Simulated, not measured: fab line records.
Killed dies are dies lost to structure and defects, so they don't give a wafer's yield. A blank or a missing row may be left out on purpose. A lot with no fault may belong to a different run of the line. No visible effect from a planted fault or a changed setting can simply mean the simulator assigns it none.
A struck lot beside a sound one -- flow sky130 -- 18 steps out of a route of 708
Sound: wafers L196.3, L196.4, L196.5. Struck: wafer L212.4 (left out: L212.5, L212.6 of the same lot, which were not struck); the cause appears at the end.
For every step that has rows: the tool of each side, followed by ch and its chambers, followed by its first start. Under that, the readings that differ: sound wafers -- struck wafers -- difference of the means -- sigmas: that difference in standard deviations of wafers without a fault.
alike: readings whose means differ by less than 2 such deviations, and words and numbers that are the same on both sides. not compared: withheld readings, readings that some wafer has no value for, bounds like >300 that may hide the same value, and numbers for which the record gives no deviation and whose values overlap.
Wherever a step has rows on one side only, a row that says differs or no value, or a row with sigmas, the two part there. Numbers that don't overlap but have no deviation are shown without sigmas and don't part them. A reading that every wafer of one side lacks parts them only if that side has two wafers or more.

first, 1 step without rows for these wafers: SKY_VT_ADJUST_PCH_IMPLANT_08.
SKY_VT_ADJUST_PCH_STRIP_09: strips in O2/N2.
  sound on plasmaAsher-02 ch 0,1, day 10 09:55; struck on plasmaAsher-03 ch 1, day 16 01:47
  alike: drypumpMotorCurrentA, oesProductAu, stripTimeToEndpointS
  not compared: rfHoursCounterH
SKY_VT_ADJUST_PCH_TW_MEAS_10:
  struck on filmMetro-01, day 16 01:53; sound on filmMetro-01, day 10 10:01
  alike: VT_ADJUST_PCH_TW
then, 7 steps without rows for these wafers: SKY_SONOS_TUNNEL_DEHYDRATE_00 (time 60 s); SKY_SONOS_TUNNEL_HMDS_01 (prime time 60 s); SKY_SONOS_TUNNEL_COAT_02 (resist thk 1140 nm); SKY_SONOS_TUNNEL_SOFTBAKE_03 (time 60 s); SKY_SONOS_TUNNEL_EXPOSE_04 (exposes mask TUNM, target cd 410 nm); SKY_SONOS_TUNNEL_PEB_05; SKY_SONOS_TUNNEL_DEVELOP_06 (develop time 60 s).
SKY_SONOS_TUNNEL_CD_MEAS_07: the cd target is 410 nm.
  struck on cdSem-01, day 17 06:07; sound on cdSem-02, day 11 09:04
  alike: cdNm
SKY_SONOS_TUNNEL_OVL_MEAS_08:
  struck on overlay-02, day 17 06:12; sound on overlay-02, day 11 09:09
  alike: SONOS_TUNNEL_OVL
SKY_SONOS_TUNNEL_IMPLANT_09:
  sound on implanter-03 ch 0, day 11 09:13; struck on implanter-03 ch 0, day 17 06:17
reading,sound,struck,difference,sigmas
beamOnS (s),9.91 10.06 9.81,7.78,-2.15,-10
faradayCurrentUA,5.72 5.59 5.73,7.27,+1.59,+13
  alike: endStationPressureTorr
then, 2 steps without rows for these wafers: SKY_SONOS_TUNNEL_WET_ETCH_10 (etches SiO2 in dHF, target depth 14 nm, time 280 s); SKY_SONOS_TUNNEL_STRIP_11 (strips in SPM, time 600 s).
SKY_SONOS_TUNNEL_TW_MEAS_12:
  struck on filmMetro-01, day 17 06:40; sound on filmMetro-03, day 11 09:37
reading,sound,struck,difference,sigmas
SONOS_TUNNEL_TW,196.5 195.8 195.8,184.5,-11.5,-10
then, 1 step without rows for these wafers: SKY_SONOS_TUNNEL_CLEAN_13 (cleans in dHF, time 20 s).
-- here the record skips 33 days between the struck wafers' starts before and after, leaving off in module SONOS_TUNNEL and picking up in module PAD_OPEN (first step shown: number 708 of the route) --
SKY_PAD_OPEN_PROBE_99:
  struck on prober-02, day 49 21:38; sound on prober-01, day 45 20:07
reading,sound,struck,difference,sigmas
model.etest.sonosProgrammed.offLog10AUm,-14 -13.99 -14,-13.79,+0.21,
model.etest.sonosUncharged.vtV (V),-0.4398 -0.426 -0.4296,-0.5082,-0.0764,
  alike: killed_at_M0_to_M3, killed_at_M4_up, killedAtContacts, killedAtFrontEnd, killedAtOther, killedDies, killedOpen, killedShort

## WHERE THEY PART
Earliest at SKY_SONOS_TUNNEL_IMPLANT_09; latest, in this record, at SKY_SONOS_TUNNEL_TW_MEAS_12. Later steps at which nothing parts them and some readings are alike: SKY_PAD_OPEN_PROBE_99.

WHY: what had been put in by the simulator
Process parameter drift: implanter-03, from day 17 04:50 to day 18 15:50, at SKY_SONOS_TUNNEL_IMPLANT_09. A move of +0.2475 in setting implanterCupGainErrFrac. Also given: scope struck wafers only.
